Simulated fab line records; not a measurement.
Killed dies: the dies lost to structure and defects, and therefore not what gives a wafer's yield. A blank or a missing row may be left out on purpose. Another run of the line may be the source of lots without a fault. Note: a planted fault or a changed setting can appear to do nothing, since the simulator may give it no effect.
A single fault, viewed from 2 desks    flow gf180mcu    every desk sees just its own numbers, and what lay behind them comes last

## TOOL OWNER'S DESK, implanter-01
GF_LVPWELL_IMPLANT_08, tool's own readings: per-lot mean of the sampled wafers with a number, covering each lot this tool ran. Marked OUT: a lot whose mean sits more than 4 standard deviations from the usual mean, which makes it out of limits; the brackets give that distance.
Columns: A = beam_energy_keV at GF_LVPWELL_IMPLANT_08, usual 170.01; B = dose_ions_cm2 at GF_LVPWELL_IMPLANT_08, usual 1.5001e+13
lot   first seen here  A       B
L870  day 5 10:58      170.00  1.5003e+13
L872  day 5 23:19      170.02  1.5011e+13
L873  day 6 05:05      170.06  1.5579e+13 (+36) OUT
L874  day 6 13:41      169.97  1.5585e+13 (+36) OUT
This desk's finding: out of limits on L873, L874; first on L873, day 6 05:05 (dose_ions_cm2 at GF_LVPWELL_IMPLANT_08). Within limits: L870, L872.

## THE METROLOGY DESK
What the gauges read, lot by lot, whatever tool the lot ran on: means of the sampled wafers that have a number. Marked OUT: a lot whose mean sits more than 4 standard deviations from the usual mean, which makes it out of limits; the brackets give that distance.
Columns: A = LVPWELL_RS at GF_VT_IMPLANT_RS_MEAS_48, usual 1197 ohm/sq; B = V3_CVD_02_THK at GF_V3_THK_MEAS_03, usual 850 nm
lot   first seen here  A                B
L863  day 7 10:20      1197             846
L864  day 7 19:53      1191             848
L866  day 8 05:15      1197             844
L870  day 9 06:01      1196             837
L871  day 9 14:59      1199             838
L872  day 9 22:00      1194             854
L873  day 10 04:31     1168 (-8.8) OUT  859
L874  day 10 16:14     1174 (-7.0) OUT  859
L878  day 11 15:35     1191             855
L879  day 12 03:22     1201             847
L883  day 13 08:49     1199             859
L885  day 14 02:56     1195             854
L886  day 14 15:29     1197             849
Finding of this desk: L873, L874 out of limits, first seen on L873 at day 10 04:31 (LVPWELL_RS at GF_VT_IMPLANT_RS_MEAS_48). Within limits: L863, L864, L866, L870, L871, L872, L878, L879, L883, L885, L886.

## ALL TOGETHER
An alarm could have come from the tool owner's desk at day 6 05:05, on L873, L874.
An alarm was possible from the metrology desk at day 10 04:31, on L873, L874.
GF_LVPWELL_IMPLANT_08 was run on implanter-01 by each of the lots named.

## WHAT HAD BEEN PUT IN BY THE SIMULATOR
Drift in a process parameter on implanter-01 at GF_LVPWELL_IMPLANT_08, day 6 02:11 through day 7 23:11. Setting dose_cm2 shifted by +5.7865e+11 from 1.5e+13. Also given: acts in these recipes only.
Struck lots among those shown: L873, L874.
Time in hours from fault onset to the first out-of-limits reading at each desk: tool owner's desk 3, metrology desk 98.
